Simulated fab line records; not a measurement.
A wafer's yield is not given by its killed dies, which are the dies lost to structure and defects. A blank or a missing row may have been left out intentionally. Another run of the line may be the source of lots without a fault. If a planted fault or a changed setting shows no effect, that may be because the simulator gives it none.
The tool behind it: which one?    flow gf180mcu    15 lots, 45 wafers sampled, at 5 steps of a route of 602

## WHAT THE GAUGES READ, wafer by wafer
Not one reading of a measure or inspect step in the record can be checked against a usual standard deviation.

## WHICH TOOL RAN EACH LOT (tool, then ch and the chambers of the sampled wafers, then the start)
lot   GF_V5_SPUTTER_22             GF_TOP_METAL_SPUTTER_00      GF_TOP_METAL_METAL_ETCH_16        GF_TOP_METAL_STRIP_17                GF_PASSIVATION_CVD_00
L411  pvdSputter-04, day 27 05:21  pvdSputter-02, day 27 05:59  rieMetal-01 ch 0,1, day 28 02:13  plasmaAsher-04 ch 0,1, day 28 02:22  pecvd-02 ch 0,1,2, day 28 03:19
L413  pvdSputter-02, day 27 15:45  pvdSputter-02, day 27 16:23  rieMetal-02 ch 0,1, day 28 11:40  plasmaAsher-04 ch 0,1, day 28 11:50  pecvd-04 ch 1,2, day 28 12:23
L414  pvdSputter-04, day 28 00:20  pvdSputter-01, day 28 00:58  rieMetal-02 ch 0,1, day 28 20:40  plasmaAsher-02 ch 1, day 28 20:50    pecvd-02 ch 0,2, day 28 21:23
L415  pvdSputter-04, day 28 01:28  pvdSputter-01, day 28 02:05  rieMetal-01 ch 1, day 28 21:16    plasmaAsher-04 ch 0,1, day 28 21:37  pecvd-02 ch 0,1,2, day 28 22:08
L416  pvdSputter-02, day 28 13:53  pvdSputter-02, day 28 14:31  rieMetal-04 ch 0,1, day 29 09:46  plasmaAsher-02 ch 0,1, day 29 09:56  pecvd-01 ch 0,1,2, day 29 10:29
L417  pvdSputter-04, day 29 00:49  pvdSputter-01, day 29 01:26  rieMetal-01 ch 1, day 29 20:34    plasmaAsher-01 ch 0,1, day 29 20:50  pecvd-04 ch 0,2, day 29 21:22
L418  pvdSputter-03, day 29 12:52  pvdSputter-03, day 29 13:38  rieMetal-01 ch 0,1, day 30 08:31  plasmaAsher-01 ch 0,1, day 30 08:41  pecvd-01 ch 1,2, day 30 09:15
L412  pvdSputter-02, day 30 08:53  pvdSputter-03, day 30 09:45  rieMetal-01 ch 0,1, day 31 04:21  plasmaAsher-02 ch 0,1, day 31 04:32  pecvd-01 ch 0,2, day 31 05:05
L423  pvdSputter-04, day 31 02:59  pvdSputter-03, day 31 04:10  rieMetal-02 ch 1, day 31 22:13    plasmaAsher-04 ch 0,1, day 31 22:29  pecvd-04 ch 1,2, day 31 23:01
L424  pvdSputter-03, day 31 15:33  pvdSputter-02, day 31 16:11  rieMetal-02 ch 0,1, day 32 09:30  plasmaAsher-02 ch 0,1, day 32 09:41  -
L425  pvdSputter-03, day 31 20:55  pvdSputter-01, day 31 21:32  rieMetal-02 ch 0,1, day 32 14:54  plasmaAsher-04 ch 0,1, day 32 15:05  -
L427  pvdSputter-04, day 32 00:41  pvdSputter-02, day 32 01:19  rieMetal-04 ch 0,1, day 32 18:15  plasmaAsher-02 ch 1, day 32 18:26    -
L426  pvdSputter-03, day 32 07:21  pvdSputter-01, day 32 07:59  rieMetal-04 ch 0,1, day 33 00:57  plasmaAsher-02 ch 0,1, day 33 01:08  pecvd-01 ch 1,2, day 33 01:40
L430  pvdSputter-04, day 32 20:10  pvdSputter-02, day 32 20:47  rieMetal-02 ch 0,1, day 33 13:03  plasmaAsher-04 ch 0,1, day 33 13:14  pecvd-02 ch 0,2, day 33 13:46
L434  pvdSputter-03, day 33 19:06  pvdSputter-01, day 33 19:44  rieMetal-02 ch 0,1, day 34 11:21  plasmaAsher-01 ch 0,1, day 34 11:32  pecvd-01 ch 0,1,2, day 34 12:04
- GF_V5_SPUTTER_22: material TiN, target thk 10 nm, time 40 s.
- GF_TOP_METAL_SPUTTER_00: material Ti, target thk 37.5 nm, time 150 s.
- GF_TOP_METAL_METAL_ETCH_16: etches the open film in Cl2/BCl3, stops on SiO2, target depth 1077.5 nm, time 179.6 s.
- GF_TOP_METAL_STRIP_17: strips in O2/N2.
- GF_PASSIVATION_CVD_00: deposits SiO2 from TEOS, target thk 1000 nm, time 111.95 s.

## WHAT THE TOOLS THEMSELVES READ (means of the sampled wafers that have a number; where no wafer has one, the mark that the record gives instead)
GF_V5_SPUTTER_22. Usual: cathodeDcPowerW 4000.1 W, standard deviation 0.82; throttleValvePct 30.7 %, standard deviation 0.88.
lot   tool           cathodeDcPowerW (W)  throttleValvePct (%)  flag
L411  pvdSputter-04  3999.8               31.1                  
L413  pvdSputter-02  4000.3               30.7                  
L414  pvdSputter-04  4000.3               30.3                  
L415  pvdSputter-04  3999.5               29.9                  
L416  pvdSputter-02  3999.8               30.8                  
L417  pvdSputter-04  3999.6               29.9                  
L418  pvdSputter-03  4000.2               31.3                  
L412  pvdSputter-02  3999.8               30.9                  
L423  pvdSputter-04  4000.8               30.1                  
L424  pvdSputter-03  3999.6               31.3                  
L425  pvdSputter-03  3999.4               31.1                  
L427  pvdSputter-04  4000.2               30.5                  
L426  pvdSputter-03  4000.3               30.9                  
L430  pvdSputter-04  3999.9               31.6                  
L434  pvdSputter-03  4000.6               30.9                  

GF_TOP_METAL_SPUTTER_00. Usual: cathodeDcPowerW 4000.0 W, standard deviation 0.76; throttleValvePct 30.4 %, standard deviation 0.98.
lot   tool           cathodeDcPowerW (W)  throttleValvePct (%)  flag
L411  pvdSputter-02  4000.1               30.6                  
L413  pvdSputter-02  4000.5               30.7                  
L414  pvdSputter-01  4000.1               30.1                  
L415  pvdSputter-01  4000.4               29.8                  
L416  pvdSputter-02  4000.6               30.7                  
L417  pvdSputter-01  3999.9               30.4                  
L418  pvdSputter-03  4000.3               30.5                  
L412  pvdSputter-03  3999.9               30.9                  
L423  pvdSputter-03  4000.5               30.8                  
L424  pvdSputter-02  4000.5               30.7                  
L425  pvdSputter-01  3999.8               30.8                  
L427  pvdSputter-02  4000.6               30.8                  
L426  pvdSputter-01  4000.8               30.0                  
L430  pvdSputter-02  3999.6               30.6                  
L434  pvdSputter-01  4000.0               28.7                  

GF_TOP_METAL_METAL_ETCH_16. Usual: bcl3FlowSccm 39.96 sccm, standard deviation 0.13; biasW 140.0 W, standard deviation 0.41; drypumpMotorCurrentA 5.7 A, standard deviation 0.38; oesProductAu 0.968 a.u., standard deviation 0.01; throttleValvePct 28.253 %, standard deviation 0.013.
lot   tool         bcl3FlowSccm (sccm)  biasW (W)  drypumpMotorCurrentA (A)  oesProductAu (a.u.)  throttleValvePct (%)  flag
L411  rieMetal-01  39.80                140.1      5.9                       0.974                28.249                
L413  rieMetal-02  40.08                139.8      5.4                       0.969                28.258                
L414  rieMetal-02  39.99                139.6      5.6                       0.962                28.253                
L415  rieMetal-01  39.64                139.4      6.3                       0.971                28.256                
L416  rieMetal-04  39.92                139.8      5.9                       0.980                28.235                
L417  rieMetal-01  39.97                139.7      6.3                       0.967                28.250                
L418  rieMetal-01  39.81                139.7      5.6                       0.964                28.248                
L412  rieMetal-01  40.02                139.7      5.6                       0.959                28.270                
L423  rieMetal-02  40.04                139.7      5.7                       0.956                28.255                
L424  rieMetal-02  -                    -          -                         -                    -                     OFF
L425  rieMetal-02  -                    -          -                         -                    -                     OFF
L427  rieMetal-04  -                    -          -                         -                    -                     OFF
L426  rieMetal-04  40.04                139.6      5.9                       0.965                28.259                
L430  rieMetal-02  40.01                140.7      5.4                       0.975                28.259                
L434  rieMetal-02  40.16                139.9      5.4                       0.957                28.263                

GF_TOP_METAL_STRIP_17. Usual: drypumpMotorCurrentA 5.6 A, standard deviation 0.41; heaterPowerW 332 W, standard deviation 26; n2FlowSccm 299.9 sccm, standard deviation 0.85; oesProductAu 0.710 a.u., standard deviation 0.0045; stripTimeToEndpointS 13.44 s, standard deviation 0.086.
lot   tool            drypumpMotorCurrentA (A)  heaterPowerW (W)  n2FlowSccm (sccm)  oesProductAu (a.u.)  stripTimeToEndpointS (s)  flag
L411  plasmaAsher-04  5.4                       320               300.1              0.709                13.35                     
L413  plasmaAsher-04  5.4                       324               300.3              0.709                13.36                     
L414  plasmaAsher-02  6.0                       314               299.3              0.711                13.36                     
L415  plasmaAsher-04  5.7                       317               299.6              0.712                13.40                     
L416  plasmaAsher-02  5.7                       328               300.3              0.712                13.44                     
L417  plasmaAsher-01  5.8                       347               299.6              0.709                13.39                     
L418  plasmaAsher-01  5.9                       348               299.6              0.710                13.43                     
L412  plasmaAsher-02  5.5                       352               300.5              0.707                13.42                     
L423  plasmaAsher-04  5.7                       313               301.0              0.711                13.54                     
L424  plasmaAsher-02  5.5                       357               300.4              0.712                18.28                     OFF
L425  plasmaAsher-04  5.4                       329               300.6              0.716                18.25                     OFF
L427  plasmaAsher-02  6.0                       305               299.7              0.715                18.31                     OFF
L426  plasmaAsher-02  5.5                       356               299.8              0.713                13.56                     
L430  plasmaAsher-04  5.4                       321               300.3              0.712                13.52                     
L434  plasmaAsher-01  5.8                       346               299.4              0.708                13.45                     

GF_PASSIVATION_CVD_00. Usual: heaterPowerW 628 W, standard deviation 69; susceptorTempC 400.02 C, standard deviation 0.21.
lot   tool      heaterPowerW (W)  susceptorTempC (C)  flag
L411  pecvd-02  621               399.98              
L413  pecvd-04  566               400.03              
L414  pecvd-02  617               400.16              
L415  pecvd-02  630               400.16              
L416  pecvd-01  654               400.00              
L417  pecvd-04  593               400.14              
L418  pecvd-01  615               399.95              
L412  pecvd-01  662               400.18              
L423  pecvd-04  656               399.95              
L426  pecvd-01  626               399.97              
L430  pecvd-02  633               399.90              
L434  pecvd-01  637               400.21              

## THE ANSWER, worked out from the rows above alone
Rule: a lot is off if the mean of its wafers that have a number lies more than 3 standard deviations from the usual mean. A lot without any number at a reading at which 4 lots or more have one is off too. The other lots that the step has rows for count as sound. First the gauges in route order, then the tools' own readings, where a lot's mean is used as printed above. At the first step where some lot is off, the reading lying furthest off is the one used; lots without a number count as furthest.
Off, at GF_TOP_METAL_METAL_ETCH_16 on bcl3FlowSccm: L424, L425, L427. Without a number there: L424, L425, L427.
If a tool, at that step or one of the process steps before it, ran each lot that is off and ran no sound lot following the first of them, it fits. Of those tried, none fits.

## WHAT THE SIMULATOR PUT IN
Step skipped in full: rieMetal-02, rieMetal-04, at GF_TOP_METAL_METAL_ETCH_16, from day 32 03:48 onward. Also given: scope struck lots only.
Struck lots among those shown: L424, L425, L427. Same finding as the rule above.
